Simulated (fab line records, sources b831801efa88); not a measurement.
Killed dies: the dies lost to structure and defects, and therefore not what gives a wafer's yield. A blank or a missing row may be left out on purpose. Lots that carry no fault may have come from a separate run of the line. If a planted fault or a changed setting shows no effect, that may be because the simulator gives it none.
Which of the tools did it? ; flow sky130 ; Sampling: 24 lots, 72 wafers, 5 of 708 route steps

== WHAT THE GAUGES SHOWED, per wafer ==
SKY_NWELL_THK_MEAS_02.
lot;measured;on;NWELL_OXIDATION_THK (nm)
L074;day 2 17:46;filmMetro-02;9.70 9.67 9.81
L075;day 2 17:47;filmMetro-04;10.22 10.37 10.27
L076;day 3 02:18;filmMetro-04;10.19 10.12 10.11
L077;day 3 19:08;filmMetro-02;10.14 10.23 10.14
L078;day 4 00:38;filmMetro-02;9.75 9.96 9.96
L079;day 4 00:43;filmMetro-02;9.82 10.09 10.00
L081;day 4 09:08;filmMetro-01;9.69 9.56 9.68
L080;day 4 09:09;filmMetro-02;9.95 9.65 9.64
L082;day 4 19:34;filmMetro-01;9.87 9.65 9.67
L083;day 4 23:46;filmMetro-02;9.76 9.56 9.50
L084;day 5 00:29;filmMetro-01;9.76 9.88 10.11
L085;day 5 00:30;filmMetro-02;9.98 9.93 9.97
L086;day 5 04:21;filmMetro-04;10.01 9.95 9.98
L088;day 5 20:13;filmMetro-01;9.94 10.08 9.83
L087;day 5 20:13;filmMetro-02;9.80 9.74 9.71
L089;day 6 02:23;filmMetro-01;10.14 10.20 10.07
L090;day 6 06:04;filmMetro-01;9.84 9.85 9.83
L091;day 6 07:43;filmMetro-01;10.07 10.00 10.11
L092;day 6 11:48;filmMetro-04;9.87 9.96 9.79
L093;day 6 17:42;filmMetro-04;9.82 9.88 9.97
L094;day 6 21:55;filmMetro-04;9.75 9.72 9.71
L095;day 7 04:02;filmMetro-02;9.82 9.84 9.74
L096;day 7 08:43;filmMetro-01;10.08 10.35 10.22
L097;day 7 12:23;filmMetro-04;9.93 10.13 10.09

SKY_LOCAL_INTERCONNECT_OVL_MEAS_12.
lot;measured;on;LOCAL_INTERCONNECT_OVL (nm)
L074;day 30 12:04;overlay-02;8 -3 -2
L075;day 30 16:01;overlay-02;9 -3 1
L076;day 31 04:52;overlay-01;0 -9 -4
L077;day 32 05:37;overlay-02;-3 -11 -9
L078;day 32 14:19;overlay-02;13 15 6
L079;day 33 00:16;overlay-02;-3 6 2
L081;day 33 08:19;overlay-01;5 5 -1
L080;day 33 09:46;overlay-02;-3 -7 2
L082;day 34 00:50;overlay-02;-4 1 -2
L083;day 34 09:45;overlay-01;1 0 1
L084;day 34 05:10;overlay-02;-5 4 0
L085;day 34 12:13;overlay-01;-10 -7 -3
L086;day 34 17:53;overlay-01;9 5 0
L088;day 35 15:55;overlay-02;9 7 7
L087;day 35 13:19;overlay-01;-5 -6 -12
L089;day 35 21:10;overlay-02;3 -1 -2
L090;day 36 01:13;overlay-01;-4 0 3
L091;day 36 02:42;overlay-02;-11 -15 -11
L092;day 36 06:37;overlay-02;-3 3 13
L093;day 36 19:09;overlay-01;0 -1 0
L094;day 37 01:31;overlay-02;-3 -2 -4
L095;day 37 15:07;overlay-01;-8 -4 -5
L096;day 37 15:28;overlay-01;-10 -10 -13
L097;day 37 17:25;overlay-01;-3 2 7

SKY_METAL1_RS_MEAS_05: the measuring method here is four-point-probe.
lot;measured;on;METAL1_ALCU_RS (ohm/sq)
L074;day 31 18:51;filmMetro-01;0.1262 0.1270 0.1268
L075;day 31 22:55;filmMetro-01;0.1286 0.1287 0.1274
L076;day 32 11:58;filmMetro-02;0.1258 0.1267 0.1256
L077;day 33 12:32;filmMetro-04;0.1259 0.1269 0.1259
L078;day 33 20:38;filmMetro-01;0.1268 0.1245 0.1259
L079;day 34 05:18;filmMetro-01;0.1275 0.1271 0.1267
L081;day 34 14:17;filmMetro-04;0.1268 0.1265 0.1266
L080;day 34 15:17;filmMetro-04;0.1264 0.1263 0.1261
L082;day 35 06:23;filmMetro-01;0.1256 0.1241 0.1242
L083;day 35 12:56;filmMetro-01;0.1268 0.1267 0.1259
L084;day 35 09:46;filmMetro-02;0.1250 0.1266 0.1243
L085;day 35 16:47;filmMetro-02;0.1265 0.1253 0.1258
L086;day 35 22:53;filmMetro-04;0.1245 0.1267 0.1260
L088;day 36 20:35;filmMetro-04;0.1261 0.1248 0.1262
L087;day 36 18:58;filmMetro-04;0.1249 0.1264 0.1261
L089;day 37 01:35;filmMetro-01;0.1273 0.1260 0.1272
L090;day 37 06:34;filmMetro-01;0.1255 0.1259 0.1242
L091;day 37 07:42;filmMetro-02;0.1259 0.1264 0.1277
L092;day 37 11:42;filmMetro-01;0.1270 0.1268 0.1284
L093;day 38 00:23;filmMetro-01;0.1256 0.1249 0.1256
L094;day 38 06:43;filmMetro-01;0.1266 0.1259 0.1262
L095;day 38 20:09;filmMetro-04;0.1265 0.1265 0.1278
L096;day 38 20:27;filmMetro-01;0.1289 0.1273 0.1276
L097;day 38 22:26;filmMetro-02;0.1258 0.1244 0.1251

SKY_VIA1_BOW_MEAS_03.
lot;measured;on;VIA1_BOW (um)
L074;day 32 23:42;filmMetro-02;81 81 66
L075;day 33 04:37;filmMetro-03;81 91 77
L076;day 33 15:37;filmMetro-03;78 72 74
L077;day 34 16:42;filmMetro-03;78 76 72
L078;day 35 00:21;filmMetro-03;87 83 88
L079;day 35 09:23;filmMetro-03;69 85 79
L081;day 35 16:56;filmMetro-03;69 82 69
L080;day 35 18:44;filmMetro-02;79 86 76
L082;day 36 10:37;filmMetro-04;84 85 88
L083;day 36 16:48;filmMetro-02;77 81 78
L084;day 36 13:42;filmMetro-04;76 81 71
L085;day 36 20:19;filmMetro-02;75 72 78
L086;day 37 01:50;filmMetro-04;81 89 85
L088;day 38 00:08;filmMetro-04;95 83 82
L087;day 37 22:20;filmMetro-03;83 78 86
L089;day 38 04:54;filmMetro-04;78 70 87
L090;day 38 09:59;filmMetro-02;85 87 82
L091;day 38 11:06;filmMetro-04;74 82 82
L092;day 38 14:46;filmMetro-03;94 80 92
L093;day 39 03:41;filmMetro-04;73 69 83
L094;day 39 09:33;filmMetro-04;76 64 87
L095;day 39 22:27;filmMetro-04;81 90 78
L096;day 39 23:17;filmMetro-04;75 85 77
L097;day 40 00:43;filmMetro-02;69 93 81

== WHICH TOOL RAN EACH LOT (tool, then ch and the chambers of the sampled wafers, then the start) ==
lot;SKY_METAL1_SPUTTER_01
L074;pvdSputter-01, day 31 18:44
L075;pvdSputter-03, day 31 22:47
L076;pvdSputter-03, day 32 11:50
L077;pvdSputter-01, day 33 12:25
L078;pvdSputter-03, day 33 20:31
L079;pvdSputter-01, day 34 05:08
L081;pvdSputter-01, day 34 14:09
L080;pvdSputter-02, day 34 15:07
L082;pvdSputter-01, day 35 06:13
L083;pvdSputter-03, day 35 12:49
L084;pvdSputter-03, day 35 09:39
L085;pvdSputter-03, day 35 16:38
L086;pvdSputter-01, day 35 22:44
L088;pvdSputter-02, day 36 20:28
L087;pvdSputter-02, day 36 18:50
L089;pvdSputter-01, day 37 01:28
L090;pvdSputter-01, day 37 06:25
L091;pvdSputter-03, day 37 07:34
L092;pvdSputter-03, day 37 11:35
L093;pvdSputter-02, day 38 00:16
L094;pvdSputter-02, day 38 06:35
L095;pvdSputter-01, day 38 20:02
L096;pvdSputter-03, day 38 20:20
L097;pvdSputter-03, day 38 22:17
- SKY_METAL1_SPUTTER_01: material TiN, target thk 20 nm, time 16.7 s.

== WHAT THE TOOLS THEMSELVES READ (means of the sampled wafers that have a number; where no wafer has one, the mark that the record gives instead) ==
SKY_METAL1_SPUTTER_01.
lot;tool;throttleValvePct (%)
L074;pvdSputter-01;30.3
L075;pvdSputter-03;31.1
L076;pvdSputter-03;30.8
L077;pvdSputter-01;30.2
L078;pvdSputter-03;31.2
L079;pvdSputter-01;30.0
L081;pvdSputter-01;30.3
L080;pvdSputter-02;30.2
L082;pvdSputter-01;30.2
L083;pvdSputter-03;30.7
L084;pvdSputter-03;30.4
L085;pvdSputter-03;30.6
L086;pvdSputter-01;30.5
L088;pvdSputter-02;30.2
L087;pvdSputter-02;29.9
L089;pvdSputter-01;30.4
L090;pvdSputter-01;30.4
L091;pvdSputter-03;31.1
L092;pvdSputter-03;31.2
L093;pvdSputter-02;29.9
L094;pvdSputter-02;30.5
L095;pvdSputter-01;30.0
L096;pvdSputter-03;30.9
L097;pvdSputter-03;30.7

== THE ANSWER, worked out from the rows above alone ==
Rule: the lots themselves supply what counts as usual. The widest of any qualifying gaps counts: lots, ordered by their means at a reading, are off when they make up no more than a third of the lots, leave a main group of 4 or more, and stand apart from it by 3 or more times the standard deviation of that group's means. A main group whose means are all the same, to the digits that the tables above print for the reading, isn't used. Also off: a lot with no number at a reading for which 4 or more lots have one. Any other lot the step has rows for is counted as sound. First the gauges in route order, then the tools' own readings, where a lot's mean is used as printed above. The first step at which some lot is off is used, and at that step the reading that is off furthest; a lot without a number counts as furthest.
None of the lots is off at any reading shown; this tells nothing.

== WHAT THE SIMULATOR HAD PUT IN ==
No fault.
